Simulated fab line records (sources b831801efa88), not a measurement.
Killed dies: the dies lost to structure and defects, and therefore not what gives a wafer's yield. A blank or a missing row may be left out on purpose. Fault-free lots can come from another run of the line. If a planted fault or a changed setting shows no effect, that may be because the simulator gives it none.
The tool behind it: which one? ; flow sky130 ; 13 lots with 39 wafers sampled at 4 steps, on a route of 708 steps

== WHAT THE GAUGES READ, wafer by wafer ==
SKY_SONOS_ONO_THK_MEAS_01. Usual: SONOS_ONO_OXIDATION_THK typically reads 2.58 nm, with standard deviation 0.063.
lot;measured;on;SONOS_ONO_OXIDATION_THK (nm);flag
L450;day 12 04:40;filmMetro-03;2.58 2.47 2.56;
L451;day 12 17:03;filmMetro-02;2.64 2.71 2.69;
L452;day 12 22:12;filmMetro-04;2.67 2.63 2.65;
L453;day 13 08:21;filmMetro-04;2.65 2.66 2.57;
L454;day 13 14:51;filmMetro-02;2.49 2.48 2.56;
L455;day 13 17:21;filmMetro-04;2.53 2.57 2.62;
L456;day 14 01:23;filmMetro-04;2.71 2.62 2.57;
L457;day 14 13:51;filmMetro-02;2.62 2.60 2.55;
L458;day 14 17:52;filmMetro-03;2.50 2.59 2.57;
L462;day 16 00:58;filmMetro-03;2.59 2.67 2.59;
L465;day 17 04:34;filmMetro-03;2.60 2.53 2.61;
L468;day 17 14:57;filmMetro-04;2.64 2.61 2.59;
L469;day 18 10:50;filmMetro-04;2.60 2.66 2.60;

SKY_VIA1_CD_MEAS_12 targets a cd of 150 nm. Usual: cdNm reads 150.2 nm (standard deviation 1.6).
lot;measured;on;cdNm (nm);flag
L450;day 35 07:16;cdSem-01;149.8 151.7 149.8;
L451;day 35 11:25;cdSem-01;150.7 150.5 150.2;
L452;day 35 15:49;cdSem-02;150.7 151.4 150.6;
L453;day 36 10:26;cdSem-01;150.5 151.4 151.2;
L454;day 36 14:57;cdSem-01;150.2 148.9 150.2;
L455;day 36 17:10;cdSem-02;149.8 152.0 152.7;
L456;day 36 20:58;cdSem-01;148.7 148.5 149.8;
L457;day 37 17:51;cdSem-01;148.4 148.8 148.9;
L458;day 37 19:34;cdSem-02;150.6 150.4 150.2;
L462;day 39 01:38;cdSem-02;149.7 148.2 149.5;
L465;day 39 21:37;cdSem-02;152.3 151.3 151.9;
L468;day 40 08:20;cdSem-01;151.7 150.2 150.2;
L469;day 40 22:13;cdSem-01;150.2 149.7 149.5;

== TOOL THAT RAN EACH LOT (tool first, then ch and the chambers of the sampled wafers, then the start) ==
lot;SKY_VT_ADJUST_NCORE_STRIP_10;SKY_CONTACT_EXPOSE_11
L450;plasmaAsher-01 ch 0,1, day 9 02:46;krfScanner-02 ch 0, day 32 05:52
L451;plasmaAsher-03 ch 0,1, day 9 15:51;krfScanner-02 ch 0, day 32 11:42
L452;plasmaAsher-03 ch 0, day 9 20:03;krfScanner-01 ch 0, day 32 16:50
L453;plasmaAsher-03 ch 0,1, day 10 05:34;krfScanner-01 ch 0, day 33 10:01
L454;plasmaAsher-04 ch 0,1, day 10 09:53;krfScanner-02 ch 0, day 33 14:26
L455;plasmaAsher-01 ch 0,1, day 10 13:10;krfScanner-01 ch 0, day 33 18:37
L456;plasmaAsher-04 ch 0,1, day 10 20:45;krfScanner-02 ch 0, day 33 23:16
L457;plasmaAsher-04 ch 0,1, day 11 07:56;krfScanner-02 ch 0, day 34 18:46
L458;plasmaAsher-01 ch 0, day 11 10:25;krfScanner-01 ch 0, day 34 20:25
L462;plasmaAsher-04 ch 0, day 12 12:01;krfScanner-01 ch 0, day 36 04:41
L465;plasmaAsher-01 ch 0,1, day 13 10:10;krfScanner-02 ch 0, day 37 01:35
L468;plasmaAsher-04 ch 0,1, day 14 03:12;krfScanner-02 ch 0, day 37 13:12
L469;plasmaAsher-01 ch 0,1, day 14 13:51;krfScanner-02 ch 0, day 38 02:52
- SKY_VT_ADJUST_NCORE_STRIP_10: strips in O2/N2.
- SKY_CONTACT_EXPOSE_11: exposes mask CTM1, target cd 170 nm.

== WHAT THE TOOLS THEMSELVES READ (means of the sampled wafers that have a number; where no wafer has one, the mark that the record gives instead) ==
SKY_VT_ADJUST_NCORE_STRIP_10. Usual: drypumpMotorCurrentA 5.72 A, standard deviation 0.22; oesProductAu 0.716 a.u., standard deviation 0.0045; stripTimeToEndpointS 14.18 s, standard deviation 0.048.
lot;tool;drypumpMotorCurrentA (A);oesProductAu (a.u.);stripTimeToEndpointS (s);flag
L450;plasmaAsher-01;5.68;0.718;14.26;
L451;plasmaAsher-03;5.42;0.716;14.15;
L452;plasmaAsher-03;5.84;0.718;14.19;
L453;plasmaAsher-03;5.42;0.716;14.24;
L454;plasmaAsher-04;5.84;0.711;14.16;
L455;plasmaAsher-01;5.70;0.714;14.17;
L456;plasmaAsher-04;5.95;0.719;14.18;
L457;plasmaAsher-04;5.84;0.716;14.23;
L458;plasmaAsher-01;5.56;0.714;14.16;
L462;plasmaAsher-04;6.03;0.719;14.21;
L465;plasmaAsher-01;5.61;0.716;14.12;
L468;plasmaAsher-04;5.86;0.715;14.12;
L469;plasmaAsher-01;5.69;0.716;14.24;

SKY_CONTACT_EXPOSE_11. Usual: exposureDoseMJCm2 reads 37.83 (standard deviation 0.036).
lot;tool;exposureDoseMJCm2;flag
L450;krfScanner-02;37.83;
L451;krfScanner-02;37.80;
L452;krfScanner-01;37.81;
L453;krfScanner-01;37.80;
L454;krfScanner-02;37.84;
L455;krfScanner-01;38.64;OFF
L456;krfScanner-02;37.84;
L457;krfScanner-02;37.83;
L458;krfScanner-01;38.46;OFF
L462;krfScanner-01;38.36;OFF
L465;krfScanner-02;37.81;
L468;krfScanner-02;37.85;
L469;krfScanner-02;37.84;

== THE ANSWER, worked out from the rows above alone ==
Rule: a lot is off if the mean of its wafers that have a number lies more than 3 standard deviations from the usual mean. A lot without any number at a reading at which 4 lots or more have one is off too. Where the step has rows for the other lots, those lots are counted as sound. The gauges are gone through in route order, then the tools' own readings, and for those a lot's mean is taken as printed above. At the first step where some lot is off, the reading lying furthest off is the one used; lots without a number count as furthest.
Off, at SKY_CONTACT_EXPOSE_11 on exposureDoseMJCm2: L455, L458, L462.
A tool fits if, at that step or a process step before it, it ran every lot that is off, and no sound lot after the first of them. One fits: SKY_CONTACT_EXPOSE_11 on krfScanner-01. Its last sound lot is L453 (day 33 10:01), its first lot that is off L455 (day 33 18:37): a fault that began between those two fits.
The tool's own readings at SKY_CONTACT_EXPOSE_11 bear it out: on the lots that are off they differ by more than 5 times the standard deviation of the sound lots' means. exposureDoseMJCm2 reads 38.49 there against 37.83 on the sound lots.

== WHAT THE SIMULATOR HAD PUT IN ==
Process parameter drift: krfScanner-01, from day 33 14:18 on, at SKY_CONTACT_EXPOSE_11. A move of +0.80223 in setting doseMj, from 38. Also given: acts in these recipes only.
Shown lots that were struck: L455, L458, L462. The rule above reached the same finding.
